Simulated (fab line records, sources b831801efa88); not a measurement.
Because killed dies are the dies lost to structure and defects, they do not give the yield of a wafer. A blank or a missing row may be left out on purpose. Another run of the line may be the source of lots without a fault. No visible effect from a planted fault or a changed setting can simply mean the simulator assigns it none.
Problem report, 8D (eight disciplines) form, completed by code | flow sky130 | the parts of the form that need people (team, actions taken, sign-off) are left out

== 1. WHAT IS WRONG ==
VIA1_W_RS at SKY_VIA1_RS_MEAS_22 reads a mean of 0.317 ohm/sq on 2 wafers of 1 lot; wafers without a fault read 0.426 ohm/sq with a standard deviation of 0.0066. That is -17 standard deviations from the usual mean.
The step: measures by four-point-probe.
The first sign was on wafer L665.5 at day 38 09:40, on film-metro-03. The record has a number at this step for 15 wafers belonging to 5 lots. By rule, "out" or "out of limits" means more than 4 standard deviations away from the usual mean. The rest of the wafers with a number are treated as sound.

== 2. WHAT IT IS, WHAT IT ISN'T ==
question                    | is                | is not
which readings at this step | VIA1_W_RS         | -
which lots                  | L665              | L655, L658, L659, L663
which wafers of those lots  | L665.5, L665.6    | L665.1
read on which gauges        | film-metro-03     | film-metro-01, film-metro-02
when                        | from day 38 09:40 | up to then (13 sound wafers)

== 3. SUSPECTS, AND WHAT RULES EACH OUT ==
Counting: any tool at a process step up to the reading remains a suspect provided it ran every lot that is out. Sound lots after the first of them don't rule it out here, since some wafers of a struck lot are sound.
- the gauge at SKY_VIA1_RS_MEAS_22 is ruled out. All the wafers that are out were read on film-metro-03, but those of them that SKY_VIA1_CMP_24 has rows for are out there too, on other tools.
- rie-diel-03 at SKY_VIA1_ETCH_14 (etches BARC in N2/H2, stops on SiO2, time 45.9 s, target depth 60 nm): kept. It ran the lot that is out, L665 (day 38 08:40); its last sound lot up to then is L659 (day 35 23:25).
- rie-diel-03 at SKY_VIA1_ETCH_15 (etches SiO2 in C4F8/O2/Ar, stops on TiN, target depth 351 nm, time 54 s): kept. It ran the lot that is out, L665 (day 38 08:42); its last sound lot up to then is L659 (day 35 23:27).
- plasma-asher-01 at SKY_VIA1_STRIP_16 (strips in O2/N2): kept. It ran the lot that is out, L665 (day 38 08:45); its last sound lot up to then is L658 (day 35 12:51).
- pvd-sputter-02 at SKY_VIA1_SPUTTER_20 (material TiN, target thk 20 nm, time 80 s): kept. It ran the lot that is out, L665 (day 38 09:31); its last sound lot up to then is L663 (day 37 05:20).
- cvd-w-02 at SKY_VIA1_CVD_21 (deposits W, target thk 270 nm, time 80.902 s): kept. It ran the lot that is out, L665 (day 38 09:35); its last sound lot up to then is L663 (day 37 05:24).
- Within rie-diel-03 at SKY_VIA1_ETCH_14: the wafers that are out ran in chambers 1, 2; their sound lot-mates ran in chamber 3.
- Within rie-diel-03 at SKY_VIA1_ETCH_15: the wafers that are out ran in chambers 1, 2; their sound lot-mates ran in chamber 3.
Left after counting: rie-diel-03 at SKY_VIA1_ETCH_14, rie-diel-03 at SKY_VIA1_ETCH_15, plasma-asher-01 at SKY_VIA1_STRIP_16, pvd-sputter-02 at SKY_VIA1_SPUTTER_20, cvd-w-02 at SKY_VIA1_CVD_21.

== 4. THE CAUSE (what the simulator had put in) ==
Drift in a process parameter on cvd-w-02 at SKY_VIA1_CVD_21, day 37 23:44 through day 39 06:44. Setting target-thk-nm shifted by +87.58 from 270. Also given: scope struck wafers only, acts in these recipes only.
Counting leaves 5 suspects; this tool is one of them.

== 5. THE CHAIN OF EFFECTS, in route order ==
Each row: a reading where the mean over the struck wafers with a number is more than 3 standard deviations away from the usual. Readings are gone through only where the record gives a usual standard deviation; hours: the median, over the lots, of the time from a lot's start at the first step in this table giving one to that lot's start at this step; sigmas: the change measured in usual standard deviations.
hours | step                 | reading            | usual        | on struck wafers | change | sigmas
0     | SKY_VIA1_RS_MEAS_22  | VIA1_W_RS          | 0.426 ohm/sq | 0.317            | -0.109 | -17
0     | SKY_VIA1_THK_MEAS_23 | VIA1_W_THK         | 262 nm       | 348              | +86    | +20
0     | SKY_VIA1_CMP_24      | time-to-endpoint-s | 65 s         | 96               | +31    | +5.3
Its process steps:
- SKY_VIA1_CMP_24: polishes, stops on SiO2, t overpolish 15 s, target thk 0 nm.

== 6. WHAT WOULD HAVE CAUGHT IT SOONER ==
10 hours passed between the start of the fault at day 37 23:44 and the first reading out of limits at a measuring or inspecting step in this record, taken at day 38 09:40.
No tool reading at SKY_VIA1_CVD_21 that has a usual standard deviation in the record was out on any struck wafer, so an alarm limit of 4 standard deviations on those readings would not have fired.
By day 38 09:40 the whole set of lots that are out, 1 in number, had already begun SKY_VIA1_CVD_21 on cvd-w-02. Tool hold at that time: it would have spared none of them.
